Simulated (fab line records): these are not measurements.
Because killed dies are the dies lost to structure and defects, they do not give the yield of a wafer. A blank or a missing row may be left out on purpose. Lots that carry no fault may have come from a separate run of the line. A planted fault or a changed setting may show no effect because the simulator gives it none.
Comparing a struck lot with a sound one	flow sky130	32 steps out of a route of 708
Sound: these wafers, L121.2, L121.3, L121.5. Wafers L122.1, L122.4, L122.5 were the ones struck. The cause is given at the end.
At each step with rows: each side's tool, then ch and its chambers, then its first start. Under that, the readings that differ: sound wafers	struck wafers	difference of the means	sigmas: that difference in standard deviations of wafers without a fault.
alike: a reading whose means differ by less than 2 such deviations, as well as words and numbers matching on both sides. not compared: withheld readings; readings where some wafer has no value; bounds like >300 that might hide an equal value; numbers whose values overlap and for which the record gives no deviation.
Wherever a step has rows on one side only, a row that says differs or no value, or a row with sigmas, the two part there. Non-overlapping numbers with no deviation appear without sigmas and do not part them. A reading that every wafer of one side lacks parts them only if that side has two wafers or more.

SKY_PWDE_OVL_MEAS_07:
  struck on overlay-01, day 5 12:03; sound on overlay-01, day 5 11:43
  alike: PWDE_OVL
then, 1 step without rows for these wafers: SKY_PWDE_IMPLANT_08.
SKY_PWDE_STRIP_09: strips in O2/N2.
  sound on plasmaAsher-03 ch 0,1, day 5 11:53; struck on plasmaAsher-01 ch 0,1, day 5 12:14
  alike: drypumpMotorCurrentA, oesProductAu, stripTimeToEndpointS
  not compared: rfHoursCounterH
SKY_PWDE_TW_MEAS_10:
  struck on filmMetro-04, day 5 12:20; sound on filmMetro-01, day 5 12:00
  alike: PWDE_TW
then, 7 steps without rows for these wafers: SKY_NWELL_DEHYDRATE_03 (time 60 s); SKY_NWELL_HMDS_04 (prime time 60 s); SKY_NWELL_COAT_05 (resist thk 3000 nm); SKY_NWELL_SOFTBAKE_06; SKY_NWELL_EXPOSE_07 (exposes mask NWM, target cd 840 nm); SKY_NWELL_PEB_08; SKY_NWELL_DEVELOP_09 (develop time 60 s).
SKY_NWELL_OVL_MEAS_10:
  struck on overlay-02, day 6 07:20; sound on overlay-02, day 6 07:04
  alike: NWELL_00_OVL
SKY_NWELL_IMPLANT_11:
  sound on implanter-02 ch 0, day 6 07:07; struck on implanter-02 ch 0, day 6 07:32
reading	sound	struck	difference	sigmas
doseIonsCm2	1.8948e+13 1.898e+13 1.8974e+13	2.7103e+13 2.7115e+13 2.7092e+13	+8.1360e+12	+99 or more
faradayCurrentUA	110.2 112.0 103.0	150.1 157.1 151.3	+44.4	+19
then, 2 steps without rows for these wafers: SKY_NWELL_IMPLANT_12; SKY_NWELL_IMPLANT_13.
SKY_NWELL_STRIP_14: strips in O2/N2.
  sound on plasmaAsher-02 ch 1, day 6 07:32; struck on plasmaAsher-03 ch 0, day 6 13:43
reading	sound	struck	difference	sigmas
stripTimeToEndpointS (s)	36.89 36.74 36.80	37.14 37.01 37.06	+0.26	+2
  alike: drypumpMotorCurrentA, oesProductAu
  not compared: rfHoursCounterH
SKY_NWELL_TW_MEAS_15:
  struck on filmMetro-04, day 6 13:49; sound on filmMetro-04, day 6 07:39
reading	sound	struck	difference	sigmas
NWELL_TW	1801 1799 1810	2004 2012 2009	+205	+11
then, 7 steps without rows for these wafers: SKY_NWELL_DEHYDRATE_16 (time 60 s); SKY_NWELL_HMDS_17 (prime time 60 s); SKY_NWELL_COAT_18 (resist thk 3000 nm); SKY_NWELL_SOFTBAKE_19; SKY_NWELL_EXPOSE_20 (exposes mask NWM COMPLEMENT, target cd 840 nm); SKY_NWELL_PEB_21; SKY_NWELL_DEVELOP_22 (develop time 60 s).
SKY_NWELL_OVL_MEAS_23:
  struck on overlay-02, day 7 08:41; sound on overlay-01, day 7 01:55
reading	sound	struck	difference	sigmas
NWELL_01_OVL (nm)	-3.2 -0.7 -2.9	0.8 1.7 2.5	+3.9	+3
then, 1 step without rows for these wafers: SKY_NWELL_IMPLANT_24.
SKY_NWELL_STRIP_25: strips in O2/N2.
  sound on plasmaAsher-02 ch 0,1, day 7 02:05; struck on plasmaAsher-03 ch 0,1, day 7 08:52
  alike: drypumpMotorCurrentA, oesProductAu, stripTimeToEndpointS
  not compared: rfHoursCounterH
SKY_NWELL_TW_MEAS_26:
  struck on filmMetro-01, day 7 08:58; sound on filmMetro-01, day 7 02:14
  alike: NWELL_2_TW
then, 1 step without rows for these wafers: SKY_NWELL_CLEAN_27 (cleans in SC1/SC2, time 150 s).
SKY_NWELL_RTA_28: time 30 s.
  sound on rtpAnneal-01 ch 0, day 7 02:25; struck on rtpAnneal-01 ch 0, day 7 09:04
  alike: lampPowerPct, wafer_temp_C_max
SKY_NWELL_RS_MEAS_29: measures by four-point-probe.
  struck on filmMetro-04, day 7 09:16; sound on filmMetro-01, day 7 02:31
reading	sound	struck	difference	sigmas
NWELL_RS (ohm/sq)	625.7 625.6 626.0	516.8 516.2 516.7	-109.2	-64
-- the record jumps here: 40 days lie between the struck wafers' starts before and after (it left off in module NWELL and takes up again in module PAD_OPEN, whose first step shown is number 708 of the route) --
SKY_PAD_OPEN_PROBE_99:
  struck on prober-02, day 47 14:38; sound on prober-02, day 47 07:36
reading	sound	struck	difference	sigmas
model.etest.nfet_16v.rOnOhmUm	1.377e+04 1.387e+04 1.377e+04	1.243e+04 1.256e+04 1.245e+04	-1.323e+03	
model.etest.resNwell.lineOhmUm	1208 1223 1222	871.5 890 889.8	-333.9	
model.etest.resNwell.rsOhmSq	1006 1024 1034	757.1 758.6 763	-261.8	
model.etest.tip_p_5v.rsOhmSq	2867 2861 2846	2902 2903 2916	+49	
model.etest.resNwell.widthNm (nm)	845.6 846.2 844.4	856.6 861.2 860.9	+14.2	
model.etest.resIsoPwell.widthNm (nm)	2648 2643 2640	2618 2638 2631	-15	
  alike: killed_at_M0_to_M3, killed_at_M4_up, killedAtContacts, killedAtFrontEnd, killedAtOther, killedDies, killedOpen, killedShort
  not compared: model.etest.pfet_16v.rOnOhmUm, model.etest.pfetG5v0d10v5.rOnOhmUm

== WHERE THEY PART ==
First at SKY_NWELL_IMPLANT_11; last, within this record, at SKY_NWELL_RS_MEAS_29. Later steps at which nothing parts them and some readings are alike: SKY_PAD_OPEN_PROBE_99.

WHY: the cause the simulator had injected
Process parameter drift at SKY_NWELL_IMPLANT_11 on implanter-02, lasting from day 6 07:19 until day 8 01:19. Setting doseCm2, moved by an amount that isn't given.
